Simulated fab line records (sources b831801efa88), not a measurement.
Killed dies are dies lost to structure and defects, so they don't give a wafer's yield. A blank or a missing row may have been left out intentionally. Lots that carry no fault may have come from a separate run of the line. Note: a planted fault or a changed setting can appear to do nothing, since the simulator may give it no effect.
Which tool was responsible?    flow sky130    33 wafers from 11 lots sampled at 2 of the route's 708 steps

## WHAT THE GAUGES READ, wafer by wafer
SKY_LI_CONTACT_THK_MEAS_23: measures by xrf. Usual: LI_CONTACT_W_THK 417 nm, standard deviation 8.5.
lot   measured      on            LI_CONTACT_W_THK (nm)  flag
L265  day 28 17:28  filmMetro-04  424 412 412            
L267  day 29 12:09  filmMetro-01  422 421 426            
L268  day 29 14:00  filmMetro-01  415 434 417            
L269  day 30 03:15  filmMetro-01  421 420 414            
L277  day 32 20:16  filmMetro-02  400 399 400            
L278  day 33 06:05  filmMetro-04  416 426 427            
L281  day 34 12:28  filmMetro-01  427 422 432            
L284  day 35 09:37  filmMetro-02  409 404 409            
L286  day 35 14:27  filmMetro-02  404 417 416            
L287  day 36 02:22  filmMetro-04  419 418 421            
L288  day 36 11:40  filmMetro-04  422 420 426            

## WHAT TOOL EACH LOT RAN ON (gives the tool, then ch and the chambers of the sampled wafers, and finally the start)
lot   SKY_LI_CONTACT_STRIP_16
L265  plasmaAsher-04 ch 0,1, day 28 16:46
L267  plasmaAsher-01 ch 0,1, day 29 11:28
L268  plasmaAsher-04 ch 0,1, day 29 13:19
L269  plasmaAsher-03 ch 0,1, day 30 02:34
L277  plasmaAsher-03 ch 0,1, day 32 19:37
L278  plasmaAsher-03 ch 0,1, day 33 05:13
L281  plasmaAsher-01 ch 0,1, day 34 11:47
L284  plasmaAsher-04 ch 0,1, day 35 08:55
L286  plasmaAsher-03 ch 0,1, day 35 13:46
L287  plasmaAsher-04 ch 1, day 36 01:41
L288  plasmaAsher-03 ch 0,1, day 36 10:59
- SKY_LI_CONTACT_STRIP_16: strips in O2/N2.

## WHAT THE TOOLS THEMSELVES READ (means of the sampled wafers that have a number; where no wafer has one, the mark that the record gives instead)
SKY_LI_CONTACT_STRIP_16. Usual: drypumpMotorCurrentA 5.9 A, standard deviation 0.46; oesProductAu 0.376 a.u., standard deviation 0.0045; stripTimeToEndpointS 3.498 s, standard deviation 0.026.
lot   tool            drypumpMotorCurrentA (A)  oesProductAu (a.u.)  stripTimeToEndpointS (s)  flag
L265  plasmaAsher-04  5.9                       0.381                3.516                     
L267  plasmaAsher-01  6.3                       0.377                3.482                     
L268  plasmaAsher-04  5.6                       0.375                3.531                     
L269  plasmaAsher-03  6.0                       0.377                3.521                     
L277  plasmaAsher-03  6.0                       0.375                3.509                     
L278  plasmaAsher-03  6.0                       0.375                3.505                     
L281  plasmaAsher-01  6.0                       0.374                3.473                     
L284  plasmaAsher-04  5.6                       0.380                3.511                     
L286  plasmaAsher-03  6.0                       0.371                3.490                     
L287  plasmaAsher-04  5.2                       0.380                3.505                     
L288  plasmaAsher-03  6.0                       0.373                3.506                     

## THE ANSWER, worked out from the rows above alone
Rule: lot off if the mean of its wafers having a number is beyond 3 standard deviations from the usual mean. Also off: a lot with no number at a reading for which 4 or more lots have one. Any other lot the step has rows for is counted as sound. Order of review: gauges by route order, followed by the tools' own readings, for which a lot's mean as printed above is used. The first step at which some lot is off is used, and at that step the reading that is off furthest; a lot without a number counts as furthest.
No lot is off at any reading shown: from this, nothing can be told.

## WHAT HAD BEEN PUT IN BY THE SIMULATOR
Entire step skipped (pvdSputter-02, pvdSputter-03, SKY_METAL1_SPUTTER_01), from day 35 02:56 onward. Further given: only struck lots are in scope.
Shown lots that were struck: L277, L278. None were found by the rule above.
